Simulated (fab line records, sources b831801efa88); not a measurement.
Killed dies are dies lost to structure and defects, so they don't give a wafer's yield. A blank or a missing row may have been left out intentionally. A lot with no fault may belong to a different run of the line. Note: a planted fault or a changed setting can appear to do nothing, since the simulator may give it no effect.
What tool caused it? + flow gf180mcu + 6 lots, 18 wafers sampled, at 4 steps of a route of 602

WHAT THE GAUGES SHOWED, per wafer
GF_V4_THK_MEAS_03.
| lot  | measured     | on            | V4_CVD_02_THK (nm) |
|------|--------------|---------------|--------------------|
| L302 | day 23 15:15 | film_metro-03 | 849 865 826        |
| L305 | day 25 02:22 | film_metro-03 | 862 877 850        |
| L307 | day 25 14:07 | film_metro-01 | 827 850 865        |
| L309 | day 26 08:31 | film_metro-04 | 860 872 859        |
| L311 | day 27 00:22 | film_metro-04 | 839 845 854        |
| L313 | day 27 21:04 | film_metro-03 | 833 861 877        |

EACH LOT AND THE TOOL THAT RAN IT (in order: tool; ch and the chambers of the sampled wafers; start)
| lot  | GF_V3_SPUTTER_22             | GF_M4_SPUTTER_04             | GF_V4_CVD_02                    |
|------|------------------------------|------------------------------|---------------------------------|
| L302 | pvd_sputter-03, day 22 14:25 | pvd_sputter-01, day 22 15:13 | pecvd-02 ch 1,2, day 23 15:10   |
| L305 | pvd_sputter-01, day 24 02:26 | pvd_sputter-03, day 24 03:15 | pecvd-04 ch 0,1,2, day 25 02:18 |
| L307 | pvd_sputter-01, day 24 15:31 | pvd_sputter-03, day 24 16:19 | pecvd-02 ch 0,2, day 25 14:02   |
| L309 | pvd_sputter-03, day 25 09:17 | pvd_sputter-02, day 25 10:05 | pecvd-03 ch 0,1, day 26 08:24   |
| L311 | pvd_sputter-04, day 26 01:53 | pvd_sputter-03, day 26 02:42 | pecvd-04 ch 1,2, day 27 00:16   |
| L313 | pvd_sputter-03, day 26 22:56 | pvd_sputter-01, day 26 23:47 | pecvd-02 ch 0,2, day 27 21:00   |
- GF_V3_SPUTTER_22: material TiN, target thk 10 nm, time 40 s.
- GF_M4_SPUTTER_04: material TiN, target thk 50 nm, time 41.7 s.
- GF_V4_CVD_02: deposits SiO2 from TEOS, target thk 850 nm, time 94.851 s.

THE ANSWER, worked out from the rows above alone
Rule: what is usual is taken from the lots themselves. The widest of any qualifying gaps counts: lots, ordered by their means at a reading, are off when they make up no more than a third of the lots, leave a main group of 4 or more, and stand apart from it by 3 or more times the standard deviation of that group's means. If all means in a main group match to the digits the tables above print for the reading, that group is not used. Also off: a lot with no number at a reading for which 4 or more lots have one. The other lots that the step has rows for count as sound.
No lot is off on any of the readings shown, so nothing can be concluded from this.

WHAT THE SIMULATOR HAD INSERTED
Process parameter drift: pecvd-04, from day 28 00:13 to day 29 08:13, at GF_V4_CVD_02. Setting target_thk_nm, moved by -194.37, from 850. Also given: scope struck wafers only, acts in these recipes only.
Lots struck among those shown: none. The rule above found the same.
